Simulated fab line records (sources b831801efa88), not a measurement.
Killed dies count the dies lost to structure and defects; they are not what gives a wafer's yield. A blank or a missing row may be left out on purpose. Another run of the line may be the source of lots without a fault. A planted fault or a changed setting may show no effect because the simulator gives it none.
Which of the tools did it?	flow gf180mcu	42 wafers from 14 lots sampled at 4 of the route's 602 steps

== WHAT EACH GAUGE READ, for each wafer ==
GF_SALICIDE_THK_MEAS_05: measures by xrf. Usual: SALICIDE_TIN_THK typically reads 20.12 nm, with standard deviation 0.3.
lot	measured	on	SALICIDE_TIN_THK (nm)	flag
L114	day 15 01:00	film-metro-03	19.72 19.73 19.78	
L115	day 15 09:35	film-metro-02	20.17 20.16 20.03	
L116	day 15 17:32	film-metro-03	20.06 19.74 19.96	
L118	day 16 16:26	film-metro-03	20.13 20.26 19.96	
L124	day 18 20:17	film-metro-01	20.15 19.92 20.19	
L125	day 19 04:10	film-metro-01	20.03 19.70 20.01	
L127	day 19 20:46	film-metro-01	20.04 19.93 20.10	
L129	day 20 12:25	film-metro-03	19.96 19.86 19.85	
L131	day 21 07:54	film-metro-02	20.26 20.10 20.13	
L132	day 21 16:58	film-metro-01	20.64 20.06 20.36	
L133	day 21 22:17	film-metro-01	20.31 19.97 19.95	
L134	day 22 04:32	film-metro-03	20.22 19.87 20.40	
L135	day 22 12:47	film-metro-03	19.59 20.07 19.95	
L136	day 22 19:10	film-metro-02	20.13 20.84 20.43	

GF_CONTACT_BOW_MEAS_05. Usual: CONTACT_BOW typically reads 66 um, with standard deviation 7.1.
lot	measured	on	CONTACT_BOW (um)	flag
L114	day 15 01:55	film-metro-01	71 60 79	
L115	day 15 10:30	film-metro-04	62 64 79	
L116	day 15 18:25	film-metro-04	61 70 60	
L118	day 16 17:55	film-metro-01	65 58 61	
L124	day 18 21:11	film-metro-03	66 50 63	
L125	day 19 05:04	film-metro-01	67 63 69	
L127	day 19 21:40	film-metro-03	63 75 64	
L129	day 20 13:20	film-metro-03	65 60 61	
L131	day 21 08:48	film-metro-03	69 62 65	
L132	day 21 17:52	film-metro-01	63 68 57	
L133	day 21 23:10	film-metro-03	59 62 74	
L134	day 22 05:26	film-metro-01	51 68 59	
L135	day 22 13:41	film-metro-01	59 58 71	
L136	day 22 20:04	film-metro-01	68 64 58	

GF_CONTACT_CD_MEAS_14: the cd target is 220 nm. Usual: cd-nm at 219.7 nm, with a standard deviation of 1.4.
lot	measured	on	cd-nm (nm)	flag
L114	day 15 23:33	cd-sem-01	219.4 221.0 219.8	
L115	day 16 09:20	cd-sem-02	217.1 217.1 216.2	
L116	day 16 16:51	cd-sem-01	219.5 218.4 221.2	
L118	day 17 15:45	cd-sem-01	218.4 217.6 217.0	
L124	day 19 20:25	cd-sem-01	220.7 221.7 221.5	
L125	day 20 05:03	cd-sem-02	221.9 222.5 220.8	
L127	day 20 22:18	cd-sem-01	219.1 221.7 220.2	
L129	day 21 13:44	cd-sem-01	219.5 221.1 220.4	
L131	day 22 08:13	cd-sem-02	221.6 222.4 221.6	
L132	day 22 16:56	cd-sem-01	219.1 220.2 218.8	
L133	day 22 22:12	cd-sem-01	218.4 218.9 219.5	
L134	day 23 04:51	cd-sem-02	220.2 221.5 219.8	
L135	day 23 11:54	cd-sem-02	220.0 220.8 219.5	
L136	day 23 18:52	cd-sem-01	220.6 219.7 220.0	

== TOOL THAT RAN EACH LOT (tool first, then ch and the chambers of the sampled wafers, then the start) ==
lot	GF_SAB_DEVELOP_08
L114	litho-track-03 ch 0, day 15 00:13
L115	litho-track-02 ch 0, day 15 08:48
L116	litho-track-03 ch 0, day 15 16:43
L118	litho-track-03 ch 0, day 16 15:37
L124	litho-track-02 ch 0, day 18 19:29
L125	litho-track-02 ch 0, day 19 03:21
L127	litho-track-04 ch 0, day 19 19:54
L129	litho-track-03 ch 0, day 20 11:37
L131	litho-track-04 ch 0, day 21 06:55
L132	litho-track-04 ch 0, day 21 15:59
L133	litho-track-02 ch 0, day 21 21:27
L134	litho-track-03 ch 0, day 22 03:43
L135	litho-track-03 ch 0, day 22 11:25
L136	litho-track-04 ch 0, day 22 18:22
- GF_SAB_DEVELOP_08: develop time 60 s.

== AS READ BY THE TOOLS THEMSELVES (means over the sampled wafers that have a number; for cases with no such wafer, the mark the record gives instead) ==
GF_SAB_DEVELOP_08. Usual: developer-temp-C at 22.98 C, with a standard deviation of 0.11.
lot	tool	developer-temp-C (C)	flag
L114	litho-track-03	22.84	
L115	litho-track-02	23.07	
L116	litho-track-03	22.93	
L118	litho-track-03	22.97	
L124	litho-track-02	22.23	OFF
L125	litho-track-02	22.17	OFF
L127	litho-track-04	22.94	
L129	litho-track-03	23.08	
L131	litho-track-04	22.93	
L132	litho-track-04	22.99	
L133	litho-track-02	22.96	
L134	litho-track-03	22.92	
L135	litho-track-03	23.07	
L136	litho-track-04	22.98	

== THE ANSWER, worked out from the rows above alone ==
Rule: a lot is off if the mean of its wafers that have a number lies more than 3 standard deviations from the usual mean. Also off: a lot with no number at a reading for which 4 or more lots have one. All remaining lots with rows at the step are treated as sound. Order of review: gauges by route order, followed by the tools' own readings, for which a lot's mean as printed above is used. At the first step where some lot is off, the reading lying furthest off is the one used; lots without a number count as furthest.
Off: L124, L125 (GF_SAB_DEVELOP_08, developer-temp-C).
If a tool, at that step or one of the process steps before it, ran each lot that is off and ran no sound lot following the first of them, it fits. Of those tried, none fits.

== WHAT HAD BEEN PUT IN BY THE SIMULATOR ==
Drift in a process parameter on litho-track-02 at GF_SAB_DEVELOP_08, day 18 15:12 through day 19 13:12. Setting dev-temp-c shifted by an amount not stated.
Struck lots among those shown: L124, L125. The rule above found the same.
